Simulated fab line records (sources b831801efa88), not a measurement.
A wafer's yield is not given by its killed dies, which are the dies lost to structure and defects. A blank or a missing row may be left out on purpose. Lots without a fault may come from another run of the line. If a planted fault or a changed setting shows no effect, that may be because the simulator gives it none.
Struck lot and sound lot, side by side ; flow sky130 ; 14 out of 708 route steps
Sound: these wafers, L314.1, L314.2, L314.6. Struck: wafers L325.1, L325.3, L325.4. The cause comes at the end.
Per side, at each step with rows, come the tool, then ch with its chambers, and then its first start. Under that, the readings that differ: sound wafers ; struck wafers ; difference of the means ; sigmas: that difference in standard deviations of wafers without a fault.
alike: readings with means less than 2 such deviations apart, plus words and numbers identical on both sides. not compared: withheld readings, readings lacking a value on some wafer, bounds such as >300 that could conceal the same value, and numbers that have no deviation in the record and whose values overlap.
Wherever a step has rows on one side only, a row that says differs or no value, or a row with sigmas, the two part there. Numbers that have no deviation but don't overlap get no sigmas and don't part them. A reading that every wafer of one side lacks parts them only if that side has two wafers or more.

first, 5 steps without rows for these wafers: SKY_SD_N_COAT_02 (resist thk 1140 nm); SKY_SD_N_SOFTBAKE_03 (time 60 s); SKY_SD_N_EXPOSE_04 (exposes mask NSDM, target cd 380 nm); SKY_SD_N_PEB_05; SKY_SD_N_DEVELOP_06 (develop time 60 s).
SKY_SD_N_CD_MEAS_07: the cd target is 380 nm.
  sound on cd_sem-02, day 28 04:28; struck on cd_sem-01, day 32 13:55
  alike: cd_nm
SKY_SD_N_OVL_MEAS_08:
  sound on overlay-01, day 28 04:35; struck on overlay-02, day 32 14:02
  alike: SD_N_OVL
then, 2 steps without rows for these wafers: SKY_SD_N_IMPLANT_09; SKY_SD_N_IMPLANT_10.
SKY_SD_N_STRIP_11: strips in O2/N2.
  sound on plasma_asher-02 ch 0,1, day 28 04:55; struck on plasma_asher-02 ch 0,1, day 32 14:22
  alike: drypump_motor_current_A, oes_product_au, strip_time_to_endpoint_s
  not compared: rf_hours_counter_h
SKY_SD_N_TW_MEAS_12:
  sound on film_metro-04, day 28 05:01; struck on film_metro-04, day 32 14:28
  alike: SD_N_TW
then, 1 step without rows for these wafers: SKY_SD_N_CLEAN_13 (cleans in SC1/SC2, time 150 s).
SKY_SD_N_RTA_14: time 2 s.
  sound on rtp_anneal-01 ch 0, day 28 05:08; struck on rtp_anneal-01 ch 0, day 32 14:35
reading;sound;struck;difference;sigmas
ramp_up_c_per_s;149.99 150.03 150.01;44.993 44.983 45.018;-105.012;-99 or more
  alike: lamp_power_pct, wafer_temp_C_max
-- here the record skips 16 days between the struck wafers' starts before and after, leaving off in module SD_N and picking up in module PAD_OPEN (first step shown: number 708 of the route) --
SKY_PAD_OPEN_PROBE_99:
  sound on prober-01, day 46 01:45; struck on prober-01, day 49 01:10
reading;sound;struck;difference;sigmas
model.etest.res_xhigh_po.line_ohm_um;5608 5667 5574;5110 5214 5082;-481;
model.etest.res_xhigh_po.rs_ohm_sq;1987 2000 1947;1778 1816 1774;-189;
model.etest.res_pdiff.line_ohm_um;1384 1394 1386;1285 1293 1290;-99;
model.etest.res_high_po.line_ohm_um;740.3 739 733.2;686.7 694.3 674;-52.5;
model.etest.licon_high_po.rc_ohm;348.6 358.4 338.2;303.4 307 299.3;-45.2;
model.etest.res_high_po.rs_ohm_sq;259.5 258.5 257.3;239 241.2 238.4;-19;
model.etest.res_pdiff_hv.rs_ohm_sq;196.6 195.1 196.6;180.3 178.9 181.2;-16.0;
model.etest.res_pdiff.rs_ohm_sq;200.8 200.8 202;185.9 186.6 187;-14.7;
  alike: killed_at_M0_to_M3, killed_at_M4_up, killed_at_contacts, killed_at_front_end, killed_at_other, killed_dies, killed_open, killed_short

## WHERE THEY PART
Only at SKY_SD_N_RTA_14, as far as this record shows. Later steps at which nothing parts them and some readings are alike: SKY_PAD_OPEN_PROBE_99.

WHY: what the simulator had put in
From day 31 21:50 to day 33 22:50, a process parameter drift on rtp_anneal-01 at SKY_SD_N_RTA_14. Setting ramp_up_c_per_s shifted by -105 from 150. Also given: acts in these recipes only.
